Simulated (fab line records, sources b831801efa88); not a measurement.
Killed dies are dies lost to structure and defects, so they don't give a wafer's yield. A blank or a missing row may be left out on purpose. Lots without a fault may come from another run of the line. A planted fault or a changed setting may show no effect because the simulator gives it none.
Chamber matching | flow sky130 | SKY_PASSIVATION_CVD_02 on pecvd-04: 3 sister chambers
The step deposits Si3N4, target thk 540 nm. 6 wafers are shown with their chamber, then 11 later ones without.

WAFERS WITH THEIR CHAMBER
wafer  | chamber | heater_power_w (W)
L080.4 | 0       | 675
L087.2 | 0       | 595
L088.1 | 2       | 685
L088.3 | 1       | 636
L088.4 | 2       | 701
L089.2 | 1       | 751

WAFERS WITHOUT THEIR CHAMBER
wafer  | heater_power_w (W)
L089.3 | 631
L089.4 | 651
L091.2 | 671
L091.4 | 681
L091.5 | 673
L094.1 | 732
L094.2 | 628
L094.6 | 749
L097.3 | 634
L097.4 | 605
L097.5 | 774

WHICH CHAMBER EACH WENT THROUGH
wafer  | from the rows above          | in truth
L089.3 | can't be placed: 0 or 2 or 1 | 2
L089.4 | can't be placed: 0 or 2 or 1 | 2
L091.2 | can't be placed: 2 or 1 or 0 | 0
L091.4 | can't be placed: 2 or 1 or 0 | 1
L091.5 | can't be placed: 2 or 1 or 0 | 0
L094.1 | can't be placed: 1 or 2 or 0 | 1
L094.2 | can't be placed: 0 or 2 or 1 | 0
L094.6 | can't be placed: 1 or 2 or 0 | 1
L097.3 | can't be placed: 0 or 2 or 1 | 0
L097.4 | can't be placed: 0 or 2 or 1 | 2
L097.5 | can't be placed: 1 or 2 or 0 | 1
Placed correctly: 0 of 11. Can't be placed from these rows: 11 (the true chamber is among the candidates in 11). Placed wrongly: 0.
How it was worked out, from the rows above alone: a wafer's distance from a chamber is the root of the sum, over the readings, of the square of ((its reading less the chamber's mean) divided by the reading's scatter). The wafer belongs to the nearest chamber; if the next one is less than 2 further off, it can't be placed. A chamber's mean is the mean of its shown wafers. The scatter: the root of (the sum of the squares of (reading less its chamber's mean) over the shown wafers, divided by (wafers less chambers)).
